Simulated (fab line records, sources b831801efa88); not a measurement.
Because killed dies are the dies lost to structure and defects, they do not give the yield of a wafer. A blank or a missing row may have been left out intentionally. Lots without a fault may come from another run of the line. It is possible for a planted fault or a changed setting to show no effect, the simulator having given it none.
A lot that was struck, set against a sound lot    flow sky130    15 out of 708 route steps
Sound: wafers L399.2, L399.4, L399.6. Wafers struck: L389.1, L389.4, L389.6. At the end, the cause is stated.
Order at every step that has rows: each side's tool, ch and its chambers, its first start. Under that, the readings that differ: sound wafers    struck wafers    difference of the means    sigmas: that difference in standard deviations of wafers without a fault.
alike: same words and numbers on both sides, and readings whose means sit less than 2 such deviations apart. not compared: any withheld reading, any reading some wafer has no value for, any bound like >300 that may hide the same value, and any number with overlapping values for which the record gives no deviation.
The two part at a step that has a row with sigmas, a row that says differs or no value, or rows on one side only. When numbers do not overlap yet have no deviation, they are printed without sigmas and do not part them. A reading that every wafer of one side lacks parts them only if that side has two wafers or more.

SKY_SD_N_RS_MEAS_16: measures by four-point-probe.
  struck on film-metro-01, day 30 16:47; sound on film-metro-01, day 33 13:47
  alike: SD_N_RS
SKY_SD_N_RS_MEAS_17: measures by four-point-probe.
  struck on film-metro-01, day 30 16:55; sound on film-metro-01, day 33 13:55
  alike: SD_P_RS
SKY_SD_N_RS_MEAS_18: measures by four-point-probe.
  struck on film-metro-01, day 30 17:02; sound on film-metro-01, day 33 14:02
  alike: RES_XHIGH_RS
then, 2 steps without rows for these wafers: SKY_SALICIDE_CLEAN_00 (cleans in HF-last, time 30 s); SKY_LI_CONTACT_HDPCVD_00 (deposits PSG, target thk 930 nm, time 155 s).
SKY_LI_CONTACT_THK_MEAS_01:
  struck on film-metro-04, day 30 17:17; sound on film-metro-01, day 33 14:19
reading                     sound        struck       difference  sigmas
LI_CONTACT_HDPCVD_THK (nm)  915 927 920  938 944 934  +18         +2
SKY_LI_CONTACT_CMP_02: polishes PSG.
  sound on cmp-01 ch 0,1,3, day 33 14:28; struck on cmp-02 ch 1,2, day 30 17:31
reading                 sound     struck    difference  sigmas
time-to-endpoint-s (s)  36 35 32  40 41 40  +6          +2
  alike: motor-current-A
SKY_LI_CONTACT_BOW_MEAS_03:
  struck on film-metro-01, day 30 17:49; sound on film-metro-04, day 33 14:41
  alike: LI_CONTACT_BOW
then, 4 steps without rows for these wafers: SKY_LI_CONTACT_DEHYDRATE_04 (time 60 s); SKY_LI_CONTACT_HMDS_05 (prime time 60 s); SKY_LI_CONTACT_COAT_06 (resist thk 60 nm); SKY_LI_CONTACT_COAT_07 (resist thk 450 nm).
SKY_LI_CONTACT_SOFTBAKE_08: time 90 s.
  sound on litho-track-03 ch 0, day 34 04:00; struck on litho-track-01 ch 0, day 31 07:00
reading                   sound                struck                difference  sigmas
heater-power-total-W (W)  57.31 57.24 57.35    58.09 58.19 58.05     +0.81       +7
plate-temp-C (C)          100.04 99.88 100.07  100.94 101.11 100.99  +1.02       +8
then, 1 step without rows for these wafers: SKY_LI_CONTACT_EXPOSE_09 (exposes mask LICM1, target cd 170 nm).
-- here the record skips 17 days between the struck wafers' starts before and after, leaving off in module LI_CONTACT and picking up in module PAD_OPEN (first step shown: number 708 of the route) --
SKY_PAD_OPEN_PROBE_99:
  struck on prober-01, day 47 19:39; sound on prober-02, day 49 18:19
  alike: killed_at_M0_to_M3, killed_at_M4_up, killed-at-contacts, killed-at-front-end, killed-at-other, killed-dies, killed-open, killed-short

== WHERE THEY PART ==
Earliest at SKY_LI_CONTACT_THK_MEAS_01; latest, in this record, at SKY_LI_CONTACT_SOFTBAKE_08. Later steps at which nothing parts them and some readings are alike: SKY_PAD_OPEN_PROBE_99.

WHY: the cause the simulator had injected
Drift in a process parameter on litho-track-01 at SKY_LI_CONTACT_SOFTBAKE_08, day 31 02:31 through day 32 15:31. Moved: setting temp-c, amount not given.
